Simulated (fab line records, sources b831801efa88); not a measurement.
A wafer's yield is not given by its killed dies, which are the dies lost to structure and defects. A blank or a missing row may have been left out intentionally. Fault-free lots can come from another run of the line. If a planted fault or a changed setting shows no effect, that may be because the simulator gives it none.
Chamber matching | flow gf180mcu | 3 sister chambers for GF_V1_CVD_02 on pecvd-02
The step deposits SiO2 from TEOS, target thk 850 nm, time 94.851 s. 18 wafers are shown with their chamber, then 9 later ones without.

## EACH WAFER AND ITS CHAMBER
wafer  | chamber | heater_power_w (W) | rf_fwd_power_W (W)
L080.1 | 0       | 527                | 592.6
L080.2 | 2       | 797                | 598.0
L080.3 | 1       | 559                | 595.3
L081.1 | 0       | 473                | 592.8
L081.2 | 2       | 824                | 597.3
L081.4 | 2       | 846                | 598.6
L085.1 | 1       | 648                | 593.0
L085.4 | 0       | 569                | 597.1
L085.6 | 1       | 669                | 591.4
L086.1 | 1       | 599                | 596.6
L086.2 | 2       | 742                | 597.8
L086.3 | 0       | 545                | 596.1
L087.1 | 1       | 563                | 594.8
L087.4 | 1       | 619                | 598.6
L087.5 | 0       | 548                | 594.7
L088.1 | 2       | 752                | 596.4
L088.3 | 1       | 621                | 599.2
L088.4 | 2       | 807                | 594.6

SIGNATURES (averages over the wafers above)
reading        | chamber 0 | chamber 1 | chamber 2 | scatter within a chamber
heater_power_w | 532.40    | 611.14    | 794.67    | 39.7
rf_fwd_power_W | 594.660   | 595.557   | 597.117   | 2.22
Rule: a wafer lies at a distance from a chamber equal to the root of the sum of squares, over the readings, of (its reading less the chamber's mean, divided by the reading's scatter). If the next closest chamber is less than 2 further off than the closest, the wafer can't be placed; otherwise it belongs to the closest. How the scatter is found: for the shown wafers, subtract from each reading the mean of its chamber, square and add these, divide the total by (wafers less chambers), then take the root.

## WAFERS WITH NO CHAMBER GIVEN
wafer  | heater_power_w (W) | rf_fwd_power_W (W)
L092.2 | 703                | 598.8
L092.3 | 511                | 593.2
L092.4 | 538                | 593.5
L093.1 | 649                | 597.0
L093.3 | 842                | 599.9
L093.5 | 674                | 598.1
L094.1 | 520                | 594.3
L094.4 | 531                | 596.1
L094.5 | 559                | 593.2

## CHAMBER TAKEN BY EACH
wafer  | from the rows above          | in truth
L092.2 | can't be placed: 2 or 1      | 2
L092.3 | can't be placed: 0 or 1      | 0
L092.4 | can't be placed: 0 or 1      | 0
L093.1 | can't be placed: 1 or 0      | 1
L093.3 | 2                            | 2
L093.5 | can't be placed: 1 or 2 or 0 | 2
L094.1 | 0                            | 0
L094.4 | can't be placed: 0 or 1      | 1
L094.5 | can't be placed: 0 or 1      | 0
Placed correctly: 2 of 9. Cannot be placed on the basis of these rows: 7; the candidates contain the true chamber in 7. Number placed wrongly: 0.
